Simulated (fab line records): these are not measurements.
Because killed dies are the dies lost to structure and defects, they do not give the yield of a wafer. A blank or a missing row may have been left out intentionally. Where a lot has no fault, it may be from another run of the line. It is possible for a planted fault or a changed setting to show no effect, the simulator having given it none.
Which tool did it? | flow sky130 | 13 lots with 39 wafers sampled at 5 steps, on a route of 708 steps

## WHAT THE GAUGES READ, wafer by wafer
SKY_RES_PROTECT_TW_MEAS_08.
lot  | measured     | on            | POLY_GATE_TW
L986 | day 15 05:20 | film_metro-02 | 3948 3943 3942
L987 | day 15 07:35 | film_metro-01 | 4073 4060 4064
L995 | day 18 10:53 | film_metro-01 | 4088 4088 4074
L998 | day 19 13:04 | film_metro-02 | 3972 3966 3970
L999 | day 20 00:31 | film_metro-02 | 3965 3964 3963
L101 | day 20 16:25 | film_metro-02 | 3955 3941 3945
L102 | day 21 01:47 | film_metro-01 | 4043 4087 4090
L103 | day 21 22:42 | film_metro-01 | 4059 4061 4051
L105 | day 22 03:09 | film_metro-02 | 3949 3978 3959
L106 | day 22 05:16 | film_metro-02 | 3994 3971 3987
L107 | day 22 16:47 | film_metro-03 | 4002 4000 4012
L108 | day 23 00:05 | film_metro-03 | 4039 4029 4044
L109 | day 23 08:56 | film_metro-03 | 4048 4013 4010

SKY_LDD_P_OVL_MEAS_08.
lot  | measured     | on         | LDD_P_OVL (nm)
L986 | day 19 00:40 | overlay-02 | 0.7 -1.4 -0.6
L987 | day 19 03:58 | overlay-02 | -1.9 0.1 1.0
L995 | day 22 12:31 | overlay-02 | -2.1 -2.3 -1.2
L998 | day 23 14:23 | overlay-01 | -0.5 0.4 -2.9
L999 | day 23 23:40 | overlay-01 | 0.6 1.6 1.2
L101 | day 24 16:20 | overlay-01 | 0.0 -0.9 -1.1
L102 | day 25 01:55 | overlay-02 | -1.6 -1.5 -0.6
L103 | day 25 19:52 | overlay-02 | -1.5 1.4 -0.7
L105 | day 26 01:01 | overlay-02 | 0.4 -1.1 -1.7
L106 | day 26 03:22 | overlay-02 | -0.6 -0.9 -0.2
L107 | day 26 13:22 | overlay-01 | 1.8 -1.2 2.5
L108 | day 26 21:16 | overlay-01 | -0.8 -1.2 1.0
L109 | day 27 06:19 | overlay-01 | 0.5 -0.7 0.7

SKY_LDD_P_TW_MEAS_11.
lot  | measured     | on            | LDD_P_TW
L986 | day 19 00:58 | film_metro-04 | 643 640 642
L987 | day 19 04:16 | film_metro-03 | 636 633 635
L995 | day 22 12:47 | film_metro-03 | 626 630 629
L998 | day 23 14:41 | film_metro-03 | 637 634 634
L999 | day 23 23:58 | film_metro-04 | 644 637 636
L101 | day 24 16:38 | film_metro-03 | 635 632 630
L102 | day 25 02:12 | film_metro-03 | 634 636 629
L103 | day 25 20:10 | film_metro-02 | 621 625 624
L105 | day 26 01:19 | film_metro-02 | 625 624 626
L106 | day 26 03:39 | film_metro-03 | 636 639 637
L107 | day 26 13:38 | film_metro-04 | 638 635 640
L108 | day 26 21:34 | film_metro-02 | 626 624 625
L109 | day 27 06:35 | film_metro-02 | 622 622 624

SKY_LDD_HVP_TW_MEAS_10.
lot  | measured     | on            | LDD_HVP_TW
L986 | day 21 14:12 | film_metro-03 | 455 456 454
L987 | day 21 18:23 | film_metro-01 | 458 457 460
L995 | day 25 01:14 | film_metro-01 | 441 443 445
L998 | day 26 02:06 | film_metro-03 | 442 439 441
L999 | day 26 10:51 | film_metro-01 | 463 462 463
L101 | day 27 02:52 | film_metro-03 | 457 453 454
L102 | day 27 13:56 | film_metro-03 | 457 454 457
L103 | day 28 07:10 | film_metro-02 | 449 448 447
L105 | day 28 12:19 | film_metro-03 | 458 456 460
L106 | day 28 14:00 | film_metro-03 | 457 456 457
L107 | day 28 23:26 | film_metro-02 | 447 449 447
L108 | day 29 08:00 | film_metro-03 | 458 457 459
L109 | day 29 16:32 | film_metro-03 | 459 457 459

## WHAT TOOL EACH LOT RAN ON (gives the tool, then ch and the chambers of the sampled wafers, and finally the start)
lot  | SKY_LDD_HVP_IMPLANT_08
L986 | implanter-01 ch 0, day 21 13:59
L987 | implanter-04 ch 0, day 21 18:10
L995 | implanter-02 ch 0, day 25 00:59
L998 | implanter-02 ch 0, day 26 01:51
L999 | implanter-01 ch 0, day 26 10:38
L101 | implanter-04 ch 0, day 27 02:39
L102 | implanter-01 ch 0, day 27 13:41
L103 | implanter-04 ch 0, day 28 06:57
L105 | implanter-01 ch 0, day 28 12:05
L106 | implanter-01 ch 0, day 28 13:45
L107 | implanter-01 ch 0, day 28 23:11
L108 | implanter-02 ch 0, day 29 07:47
L109 | implanter-02 ch 0, day 29 16:17
- SKY_LDD_HVP_IMPLANT_08

## WHAT THE TOOLS THEMSELVES READ (means of the sampled wafers that have a number; where no wafer has one, the mark that the record gives instead)
SKY_LDD_HVP_IMPLANT_08.
lot  | tool         | beam_energy_keV | tilt_deg (degrees)
L986 | implanter-01 | 20.003          | 17.914
L987 | implanter-04 | 19.994          | 17.865
L995 | implanter-02 | 16.707          | 17.888
L998 | implanter-02 | 16.700          | 17.885
L999 | implanter-01 | 20.004          | 17.909
L101 | implanter-04 | 20.001          | 17.886
L102 | implanter-01 | 19.994          | 17.901
L103 | implanter-04 | 20.001          | 17.912
L105 | implanter-01 | 19.992          | 17.893
L106 | implanter-01 | 19.992          | 17.917
L107 | implanter-01 | 20.000          | 17.908
L108 | implanter-02 | 19.994          | 17.886
L109 | implanter-02 | 20.001          | 17.892

## THE ANSWER, worked out from the rows above alone
Rule: what is usual is taken from the lots themselves. The widest of any qualifying gaps counts: lots, ordered by their means at a reading, are off when they make up no more than a third of the lots, leave a main group of 4 or more, and stand apart from it by 3 or more times the standard deviation of that group's means. The tables above print the reading to a certain number of digits; a main group whose means all agree to those digits is not used. A lot without any number at a reading at which 4 lots or more have one is off too. All remaining lots with rows at the step are treated as sound. First the gauges in route order, then the tools' own readings, where a lot's mean is used as printed above. At the first step where some lot is off, the reading lying furthest off is the one used; lots without a number count as furthest.
Off, at SKY_LDD_HVP_IMPLANT_08 on beam_energy_keV: L995, L998. The main group: mean 19.998, standard deviation 0.0044.
If a tool, at that step or one of the process steps before it, ran each lot that is off and ran no sound lot following the first of them, it fits. Not one of the candidates tried fits.

## WHAT THE SIMULATOR PUT IN
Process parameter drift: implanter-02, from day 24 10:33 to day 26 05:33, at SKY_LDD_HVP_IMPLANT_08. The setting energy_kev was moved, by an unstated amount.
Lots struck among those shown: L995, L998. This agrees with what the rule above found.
